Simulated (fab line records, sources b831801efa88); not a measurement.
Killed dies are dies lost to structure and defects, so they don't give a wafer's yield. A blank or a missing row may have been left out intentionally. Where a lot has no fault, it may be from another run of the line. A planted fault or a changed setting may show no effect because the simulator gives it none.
One fault through the eyes of 2 desks	flow gf180mcu	what lay behind the numbers comes last; until then each desk has only its own

## METROLOGY DESK
Means of the sampled wafers that have a number, per lot and without regard to the tool the lot ran on: this is what the gauges read. The brackets show how far a lot's mean lies from the usual mean; more than 4 standard deviations puts the lot out of limits, marked OUT.
Columns: A = MVPSD_TW at GF_MVPSD_TW_MEAS_11, usual 551; B = VT_IMPLANT_OVL at GF_VT_IMPLANT_OVL_MEAS_07, usual -0.8 nm
lot	first seen here	A	B
L265	day 7 05:11	551	-0.0
L268	day 8 03:35	547	-1.2
L274	day 9 14:56	548	-0.1
L276	day 9 19:22	556	-2.7
L279	day 10 11:08	562	-0.4
L280	day 10 15:05	548	0.1
Finding of this desk: none of the 6 lots has anything out of limits.

## DESK OF THE TOOL OWNER: implanter-01
GF_VT_IMPLANT_IMPLANT_08, tool's own readings: per-lot mean of the sampled wafers with a number, covering each lot this tool ran. The brackets show how far a lot's mean lies from the usual mean; more than 4 standard deviations puts the lot out of limits, marked OUT.
Columns: A = beam energy keV at GF_VT_IMPLANT_IMPLANT_08, usual 20.002; B = tilt deg at GF_VT_IMPLANT_IMPLANT_08, usual 7.000 degrees
lot	first seen here	A	B
L268	day 8 19:50	19.996	7.002
L274	day 10 08:20	20.738 (+99 or more) OUT	6.995
L276	day 10 13:02	20.729 (+99 or more) OUT	6.991
This desk's finding: out of limits on L274, L276; first on L274, day 10 08:20 (beam energy keV at GF_VT_IMPLANT_IMPLANT_08). Within limits: L268.

## ALL TOGETHER
At day 10 08:20, on L274, L276, the tool owner's desk was in a position to raise an alarm.
The metrology desk saw nothing out of limits.
The metrology desk has L274, L276 on record, within its limits.
Of the lots named, all ran GF_VT_IMPLANT_IMPLANT_08 on implanter-01.

## WHAT THE SIMULATOR HAD INSERTED
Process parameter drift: implanter-01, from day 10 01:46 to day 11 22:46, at GF_VT_IMPLANT_IMPLANT_08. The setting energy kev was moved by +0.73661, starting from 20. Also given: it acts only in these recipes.
Shown lots that were struck: L274, L276.
Each desk's first reading out of limits, in hours after the fault started: the tool owner's desk, 7.
